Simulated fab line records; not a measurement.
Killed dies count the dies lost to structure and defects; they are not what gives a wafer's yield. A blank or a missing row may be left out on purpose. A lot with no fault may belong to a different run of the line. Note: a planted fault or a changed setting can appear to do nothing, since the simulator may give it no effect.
Chamber matching | flow gf180mcu | GF_V5_CMP_26 on cmp-02 has 4 sister chambers
The step polishes, stops on SiO2, t overpolish 15 s, target thk 0 nm. 4 wafers are shown with their chamber, then 7 later ones without.

WAFERS, EACH WITH ITS CHAMBER
wafer  | chamber | motorCurrentA (A)
L492.5 | 2       | 12.4
L493.5 | 3       | 9.0
L494.2 | 0       | 10.4
L494.4 | 1       | 11.6

WAFERS WITH NO CHAMBER GIVEN
wafer  | motorCurrentA (A)
L494.6 | 9.5
L500.4 | 11.1
L500.5 | 11.8
L500.6 | 10.1
L502.1 | 9.5
L502.2 | 10.5
L502.3 | 11.7

THE CHAMBER EACH PASSED THROUGH
wafer  | from the rows above     | in truth
L494.6 | can't be placed: 3 or 0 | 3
L500.4 | can't be placed: 1 or 0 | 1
L500.5 | can't be placed: 1 or 2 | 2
L500.6 | 0                       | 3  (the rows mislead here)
L502.1 | can't be placed: 3 or 0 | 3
L502.2 | 0                       | 0
L502.3 | can't be placed: 1 or 2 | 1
Correct placement for 1 of the 7. These rows do not allow placing 5 (true chamber among the candidates in 5). Placed wrongly: 1.
How it was worked out, from the rows above alone: a wafer's distance from a chamber is the root of the sum, over the readings, of the square of ((its reading less the chamber's mean) divided by the reading's scatter). The wafer belongs to the nearest chamber; if the next one is less than 2 further off, it can't be placed. Each chamber's mean is taken over the wafers shown for it. The scatter: with one shown wafer a chamber, the root of the mean of the squares of how far each hidden wafer lies from its nearest shown one.
